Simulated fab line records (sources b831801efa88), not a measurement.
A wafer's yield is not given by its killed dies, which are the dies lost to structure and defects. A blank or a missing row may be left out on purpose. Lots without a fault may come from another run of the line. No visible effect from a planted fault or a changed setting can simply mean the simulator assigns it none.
Which of the tools did it? / flow sky130 / Sampling: 11 lots, 33 wafers, 6 of 708 route steps

WHAT THE GAUGES SHOWED, per wafer
SKY_RES_XHIGH_TW_MEAS_09. Usual: RES_XHIGH_TW gives 1651 (standard deviation 6.7).
lot=L942; measured=day 27 19:13; on=filmMetro-02; RES_XHIGH_TW=1664 1659 1661; flag=
lot=L951; measured=day 30 06:43; on=filmMetro-03; RES_XHIGH_TW=1653 1656 1652; flag=
lot=L952; measured=day 30 17:59; on=filmMetro-02; RES_XHIGH_TW=1649 1640 1651; flag=
lot=L954; measured=day 31 06:25; on=filmMetro-04; RES_XHIGH_TW=1648 1652 1648; flag=
lot=L958; measured=day 33 09:32; on=filmMetro-02; RES_XHIGH_TW=1641 1645 1644; flag=
lot=L959; measured=day 33 10:09; on=filmMetro-04; RES_XHIGH_TW=1651 1657 1653; flag=
lot=L960; measured=day 34 09:12; on=filmMetro-04; RES_XHIGH_TW=1637 1641 1640; flag=
lot=L963; measured=day 34 11:37; on=filmMetro-03; RES_XHIGH_TW=1646 1650 1635; flag=
lot=L962; measured=day 34 13:26; on=filmMetro-02; RES_XHIGH_TW=1652 1655 1651; flag=
lot=L961; measured=day 34 14:04; on=filmMetro-04; RES_XHIGH_TW=1650 1645 1644; flag=
lot=L964; measured=day 34 17:44; on=filmMetro-03; RES_XHIGH_TW=1637 1639 1643; flag=

SKY_SD_N_RS_MEAS_16: uses a four-point probe to measure. Usual: SD_N_RS gives 68.56 ohm/sq (standard deviation 0.11).
lot=L942; measured=day 29 00:51; on=filmMetro-02; SD_N_RS (ohm/sq)=68.65 68.48 68.48; flag=
lot=L951; measured=day 31 11:16; on=filmMetro-04; SD_N_RS (ohm/sq)=67.47 67.41 67.48; flag=OFF
lot=L952; measured=day 31 22:18; on=filmMetro-04; SD_N_RS (ohm/sq)=67.72 67.58 67.54; flag=OFF
lot=L954; measured=day 32 11:32; on=filmMetro-04; SD_N_RS (ohm/sq)=68.49 68.53 68.49; flag=
lot=L958; measured=day 34 13:36; on=filmMetro-04; SD_N_RS (ohm/sq)=68.49 68.47 68.57; flag=
lot=L959; measured=day 34 13:53; on=filmMetro-02; SD_N_RS (ohm/sq)=68.71 68.51 68.67; flag=
lot=L960; measured=day 35 12:17; on=filmMetro-02; SD_N_RS (ohm/sq)=68.49 68.68 68.44; flag=
lot=L963; measured=day 35 15:24; on=filmMetro-03; SD_N_RS (ohm/sq)=68.44 68.62 68.53; flag=
lot=L962; measured=day 35 17:01; on=filmMetro-04; SD_N_RS (ohm/sq)=68.53 68.60 68.33; flag=
lot=L961; measured=day 35 17:29; on=filmMetro-02; SD_N_RS (ohm/sq)=68.37 68.64 68.47; flag=
lot=L964; measured=day 35 21:25; on=filmMetro-03; SD_N_RS (ohm/sq)=68.57 68.55 68.63; flag=

SKY_LI_CONTACT_OVL_MEAS_13. Usual: LI_CONTACT_OVL gives 3 nm (standard deviation 6.2).
lot=L942; measured=day 30 05:58; on=overlay-01; LI_CONTACT_OVL (nm)=7 2 8; flag=
lot=L951; measured=day 32 17:17; on=overlay-02; LI_CONTACT_OVL (nm)=0 2 -3; flag=
lot=L952; measured=day 33 02:30; on=overlay-02; LI_CONTACT_OVL (nm)=-5 -1 -1; flag=
lot=L954; measured=day 33 15:28; on=overlay-01; LI_CONTACT_OVL (nm)=13 12 17; flag=
lot=L958; measured=day 35 17:40; on=overlay-01; LI_CONTACT_OVL (nm)=-4 8 -4; flag=
lot=L959; measured=day 35 18:26; on=overlay-02; LI_CONTACT_OVL (nm)=0 -1 -1; flag=
lot=L960; measured=day 36 15:19; on=overlay-01; LI_CONTACT_OVL (nm)=5 3 -2; flag=
lot=L963; measured=day 36 18:52; on=overlay-02; LI_CONTACT_OVL (nm)=0 4 3; flag=
lot=L962; measured=day 36 20:10; on=overlay-01; LI_CONTACT_OVL (nm)=11 18 11; flag=
lot=L961; measured=day 36 20:31; on=overlay-02; LI_CONTACT_OVL (nm)=0 1 10; flag=
lot=L964; measured=day 37 00:38; on=overlay-01; LI_CONTACT_OVL (nm)=2 -10 0; flag=

TOOL THAT RAN EACH LOT (tool first, then ch and the chambers of the sampled wafers, then the start)
lot=L942; SKY_POLY_GATE_ETCH_15=rieDiel-01 ch 1,2, day 17 11:59; SKY_SD_N_IMPLANT_09=implanter-03 ch 0, day 29 00:10; SKY_SD_N_STRIP_11=plasmaAsher-03 ch 0,1, day 29 00:28
lot=L951; SKY_POLY_GATE_ETCH_15=rieDiel-03 ch 2,3, day 20 04:56; SKY_SD_N_IMPLANT_09=implanter-02 ch 0, day 31 10:34; SKY_SD_N_STRIP_11=plasmaAsher-01 ch 0,1, day 31 10:51
lot=L952; SKY_POLY_GATE_ETCH_15=rieDiel-03 ch 0,1, day 20 13:26; SKY_SD_N_IMPLANT_09=implanter-02 ch 0, day 31 21:37; SKY_SD_N_STRIP_11=plasmaAsher-01 ch 0,1, day 31 21:53
lot=L954; SKY_POLY_GATE_ETCH_15=rieDiel-03 ch 1,2,3, day 21 04:13; SKY_SD_N_IMPLANT_09=implanter-03 ch 0, day 32 10:50; SKY_SD_N_STRIP_11=plasmaAsher-04 ch 0,1, day 32 11:07
lot=L958; SKY_POLY_GATE_ETCH_15=rieDiel-03 ch 1,2,3, day 23 04:07; SKY_SD_N_IMPLANT_09=implanter-02 ch 0, day 34 12:55; SKY_SD_N_STRIP_11=plasmaAsher-01 ch 0,1, day 34 13:11
lot=L959; SKY_POLY_GATE_ETCH_15=rieDiel-02 ch 0,1,3, day 23 07:24; SKY_SD_N_IMPLANT_09=implanter-04 ch 0, day 34 13:11; SKY_SD_N_STRIP_11=plasmaAsher-03 ch 0,1, day 34 13:29
lot=L960; SKY_POLY_GATE_ETCH_15=rieDiel-01 ch 1,2, day 24 15:55; SKY_SD_N_IMPLANT_09=implanter-02 ch 0, day 35 11:36; SKY_SD_N_STRIP_11=plasmaAsher-03 ch 0,1, day 35 11:54
lot=L963; SKY_POLY_GATE_ETCH_15=rieDiel-03 ch 0,2,3, day 24 17:31; SKY_SD_N_IMPLANT_09=implanter-02 ch 0, day 35 14:42; SKY_SD_N_STRIP_11=plasmaAsher-01 ch 0,1, day 35 15:00
lot=L962; SKY_POLY_GATE_ETCH_15=rieDiel-02 ch 0,1,3, day 24 17:52; SKY_SD_N_IMPLANT_09=implanter-03 ch 0, day 35 16:20; SKY_SD_N_STRIP_11=plasmaAsher-04 ch 0,1, day 35 16:37
lot=L961; SKY_POLY_GATE_ETCH_15=rieDiel-01 ch 0,2,3, day 24 18:13; SKY_SD_N_IMPLANT_09=implanter-02 ch 0, day 35 16:48; SKY_SD_N_STRIP_11=plasmaAsher-03 ch 0,1, day 35 17:06
lot=L964; SKY_POLY_GATE_ETCH_15=rieDiel-03 ch 0,2,3, day 25 00:53; SKY_SD_N_IMPLANT_09=implanter-04 ch 0, day 35 20:44; SKY_SD_N_STRIP_11=plasmaAsher-04 ch 0,1, day 35 21:00
- SKY_POLY_GATE_ETCH_15: etches BARC in N2/H2, stops on SiO2, time 118.5 s, target depth 110 nm.
- SKY_SD_N_IMPLANT_09
- SKY_SD_N_STRIP_11: strips in O2/N2.

AS READ BY THE TOOLS THEMSELVES (means over the sampled wafers that have a number; for cases with no such wafer, the mark the record gives instead)
SKY_POLY_GATE_ETCH_15. Usual: drypumpMotorCurrentA 5.7 A, standard deviation 0.42; oesProductAu 0.716 a.u., standard deviation 0.0047; throttleValvePct 13.213 %, standard deviation 0.0089.
lot=L942; tool=rieDiel-01; drypumpMotorCurrentA (A)=6.0; oesProductAu (a.u.)=0.718; throttleValvePct (%)=13.212; flag=
lot=L951; tool=rieDiel-03; drypumpMotorCurrentA (A)=6.0; oesProductAu (a.u.)=0.712; throttleValvePct (%)=13.222; flag=
lot=L952; tool=rieDiel-03; drypumpMotorCurrentA (A)=5.6; oesProductAu (a.u.)=0.717; throttleValvePct (%)=13.207; flag=
lot=L954; tool=rieDiel-03; drypumpMotorCurrentA (A)=5.9; oesProductAu (a.u.)=0.716; throttleValvePct (%)=13.212; flag=
lot=L958; tool=rieDiel-03; drypumpMotorCurrentA (A)=5.9; oesProductAu (a.u.)=0.720; throttleValvePct (%)=13.208; flag=
lot=L959; tool=rieDiel-02; drypumpMotorCurrentA (A)=5.5; oesProductAu (a.u.)=0.716; throttleValvePct (%)=13.216; flag=
lot=L960; tool=rieDiel-01; drypumpMotorCurrentA (A)=6.0; oesProductAu (a.u.)=0.715; throttleValvePct (%)=13.206; flag=
lot=L963; tool=rieDiel-03; drypumpMotorCurrentA (A)=6.0; oesProductAu (a.u.)=0.718; throttleValvePct (%)=13.215; flag=
lot=L962; tool=rieDiel-02; drypumpMotorCurrentA (A)=5.5; oesProductAu (a.u.)=0.716; throttleValvePct (%)=13.213; flag=
lot=L961; tool=rieDiel-01; drypumpMotorCurrentA (A)=6.1; oesProductAu (a.u.)=0.715; throttleValvePct (%)=13.217; flag=
lot=L964; tool=rieDiel-03; drypumpMotorCurrentA (A)=6.0; oesProductAu (a.u.)=0.713; throttleValvePct (%)=13.205; flag=

SKY_SD_N_IMPLANT_09. Usual: beamOnS 17.6 s, standard deviation 0.72; endStationPressureTorr 1.38e-05 Torr, standard deviation 8.7e-07.
lot=L942; tool=implanter-03; beamOnS (s)=17.1; endStationPressureTorr (Torr)=1.38e-05; flag=
lot=L951; tool=implanter-02; beamOnS (s)=19.4; endStationPressureTorr (Torr)=5.33e-05; flag=OFF
lot=L952; tool=implanter-02; beamOnS (s)=19.9; endStationPressureTorr (Torr)=5.26e-05; flag=OFF
lot=L954; tool=implanter-03; beamOnS (s)=17.2; endStationPressureTorr (Torr)=1.50e-05; flag=
lot=L958; tool=implanter-02; beamOnS (s)=17.1; endStationPressureTorr (Torr)=1.46e-05; flag=
lot=L959; tool=implanter-04; beamOnS (s)=18.7; endStationPressureTorr (Torr)=1.31e-05; flag=
lot=L960; tool=implanter-02; beamOnS (s)=17.3; endStationPressureTorr (Torr)=1.35e-05; flag=
lot=L963; tool=implanter-02; beamOnS (s)=16.9; endStationPressureTorr (Torr)=1.37e-05; flag=
lot=L962; tool=implanter-03; beamOnS (s)=17.4; endStationPressureTorr (Torr)=1.42e-05; flag=
lot=L961; tool=implanter-02; beamOnS (s)=17.2; endStationPressureTorr (Torr)=1.40e-05; flag=
lot=L964; tool=implanter-04; beamOnS (s)=18.4; endStationPressureTorr (Torr)=1.32e-05; flag=

SKY_SD_N_STRIP_11. Usual: drypumpMotorCurrentA 6.0 A, standard deviation 0.47; oesProductAu 0.527 a.u., standard deviation 0.0046; stripTimeToEndpointS 22.55 s, standard deviation 0.038.
lot=L942; tool=plasmaAsher-03; drypumpMotorCurrentA (A)=6.0; oesProductAu (a.u.)=0.525; stripTimeToEndpointS (s)=22.55; flag=
lot=L951; tool=plasmaAsher-01; drypumpMotorCurrentA (A)=6.5; oesProductAu (a.u.)=0.519; stripTimeToEndpointS (s)=23.08; flag=OFF
lot=L952; tool=plasmaAsher-01; drypumpMotorCurrentA (A)=6.4; oesProductAu (a.u.)=0.523; stripTimeToEndpointS (s)=23.05; flag=OFF
lot=L954; tool=plasmaAsher-04; drypumpMotorCurrentA (A)=5.6; oesProductAu (a.u.)=0.530; stripTimeToEndpointS (s)=22.53; flag=
lot=L958; tool=plasmaAsher-01; drypumpMotorCurrentA (A)=6.5; oesProductAu (a.u.)=0.528; stripTimeToEndpointS (s)=22.49; flag=
lot=L959; tool=plasmaAsher-03; drypumpMotorCurrentA (A)=6.1; oesProductAu (a.u.)=0.526; stripTimeToEndpointS (s)=22.50; flag=
lot=L960; tool=plasmaAsher-03; drypumpMotorCurrentA (A)=5.7; oesProductAu (a.u.)=0.523; stripTimeToEndpointS (s)=22.53; flag=
lot=L963; tool=plasmaAsher-01; drypumpMotorCurrentA (A)=6.4; oesProductAu (a.u.)=0.525; stripTimeToEndpointS (s)=22.54; flag=
lot=L962; tool=plasmaAsher-04; drypumpMotorCurrentA (A)=5.6; oesProductAu (a.u.)=0.524; stripTimeToEndpointS (s)=22.54; flag=
lot=L961; tool=plasmaAsher-03; drypumpMotorCurrentA (A)=5.7; oesProductAu (a.u.)=0.525; stripTimeToEndpointS (s)=22.58; flag=
lot=L964; tool=plasmaAsher-04; drypumpMotorCurrentA (A)=5.5; oesProductAu (a.u.)=0.524; stripTimeToEndpointS (s)=22.54; flag=

THE ANSWER, worked out from the rows above alone
Rule: a lot is off if the mean of its wafers that have a number lies more than 3 standard deviations from the usual mean. A lot without any number at a reading at which 4 lots or more have one is off too. Where the step has rows for the other lots, those lots are counted as sound. Order of review: gauges by route order, followed by the tools' own readings, for which a lot's mean as printed above is used. At the first step where some lot is off, the reading lying furthest off is the one used; lots without a number count as furthest.
Off: L951, L952, seen at SKY_SD_N_RS_MEAS_16 (SD_N_RS).
A tool fits if, at a process step before that reading, it ran every lot that is off, and no sound lot after the first of them. Not tried: the gauges at SKY_SD_N_RS_MEAS_16; whatever is off there is also off at SKY_SD_N_IMPLANT_09, on other tools, and gauge error can't account for it. Of those tried, none fits.

WHAT WAS PUT IN BY THE SIMULATOR
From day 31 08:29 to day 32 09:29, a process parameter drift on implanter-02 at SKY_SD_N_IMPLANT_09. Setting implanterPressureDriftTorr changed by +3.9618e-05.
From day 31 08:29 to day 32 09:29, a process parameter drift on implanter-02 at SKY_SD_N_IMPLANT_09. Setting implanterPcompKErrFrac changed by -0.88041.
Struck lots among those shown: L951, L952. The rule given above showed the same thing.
